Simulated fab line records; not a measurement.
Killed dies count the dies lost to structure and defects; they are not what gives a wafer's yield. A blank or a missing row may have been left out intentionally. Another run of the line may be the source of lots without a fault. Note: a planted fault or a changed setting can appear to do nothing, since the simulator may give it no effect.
What tool caused it? -- flow gf180mcu -- 21 wafers from 7 lots sampled at 4 of the route's 602 steps

== WHAT EACH GAUGE READ, for each wafer ==
GF_PSD_TW_MEAS_11.
lot,measured,on,PSD_TW
L794,day 15 12:43,film metro-01,3164 3175 3172
L798,day 16 12:58,film metro-01,3187 3171 3184
L800,day 17 10:29,film metro-01,3175 3178 3180
L803,day 19 06:15,film metro-01,30 30 30
L807,day 20 01:01,film metro-01,30 30 30
L811,day 21 10:44,film metro-01,3186 3169 3198
L813,day 21 17:21,film metro-04,3222 3217 3222

== WHAT TOOL EACH LOT RAN ON (gives the tool, then ch and the chambers of the sampled wafers, and finally the start) ==
lot,GF_VT_IMPLANT_STRIP_20,GF_NSD_STRIP_11,GF_PSD_STRIP_10
L794,"plasma asher-01 ch 0,1, day 7 05:11","plasma asher-01 ch 0,1, day 14 15:25","plasma asher-02 ch 0,1, day 15 12:38"
L798,"plasma asher-04 ch 1, day 8 00:11","plasma asher-04 ch 0,1, day 15 14:43","plasma asher-02 ch 0,1, day 16 12:52"
L800,"plasma asher-04 ch 0,1, day 8 15:50","plasma asher-01 ch 0,1, day 16 11:01","plasma asher-03 ch 0,1, day 17 10:23"
L803,"plasma asher-01 ch 0,1, day 9 15:22","plasma asher-03 ch 0,1, day 18 06:07","plasma asher-03 ch 0,1, day 19 06:09"
L807,"plasma asher-03 ch 1, day 10 11:50","plasma asher-04 ch 0,1, day 19 00:20","plasma asher-02 ch 0,1, day 20 00:55"
L811,"plasma asher-01 ch 0,1, day 11 11:17","plasma asher-03 ch 0,1, day 20 10:59","plasma asher-02 ch 0,1, day 21 10:38"
L813,"plasma asher-04 ch 0,1, day 11 23:01","plasma asher-03 ch 0,1, day 20 17:32","plasma asher-02 ch 0,1, day 21 17:14"
- GF_VT_IMPLANT_STRIP_20: strips in O2/N2.
- GF_NSD_STRIP_11: strips in O2/N2.
- GF_PSD_STRIP_10: strips in O2/N2.

== THE ANSWER, worked out from the rows above alone ==
Rule: what is usual is taken from the lots themselves. The widest of any qualifying gaps counts: lots, ordered by their means at a reading, are off when they make up no more than a third of the lots, leave a main group of 4 or more, and stand apart from it by 3 or more times the standard deviation of that group's means. A main group is skipped when, at the precision printed for the reading in the tables above, its means are all equal. A lot without any number at a reading at which 4 lots or more have one is off too. The other lots that the step has rows for count as sound.
Off: L803, L807, at GF_PSD_TW_MEAS_11 (PSD_TW). Mean 3187 and standard deviation 17 in the main group.
A tool fits if, at a process step before that reading, it ran every lot that is off, and no sound lot after the first of them. The gauges at GF_PSD_TW_MEAS_11 are tried like those tools. Of those tried, none fits.

== WHAT THE SIMULATOR HAD PUT IN ==
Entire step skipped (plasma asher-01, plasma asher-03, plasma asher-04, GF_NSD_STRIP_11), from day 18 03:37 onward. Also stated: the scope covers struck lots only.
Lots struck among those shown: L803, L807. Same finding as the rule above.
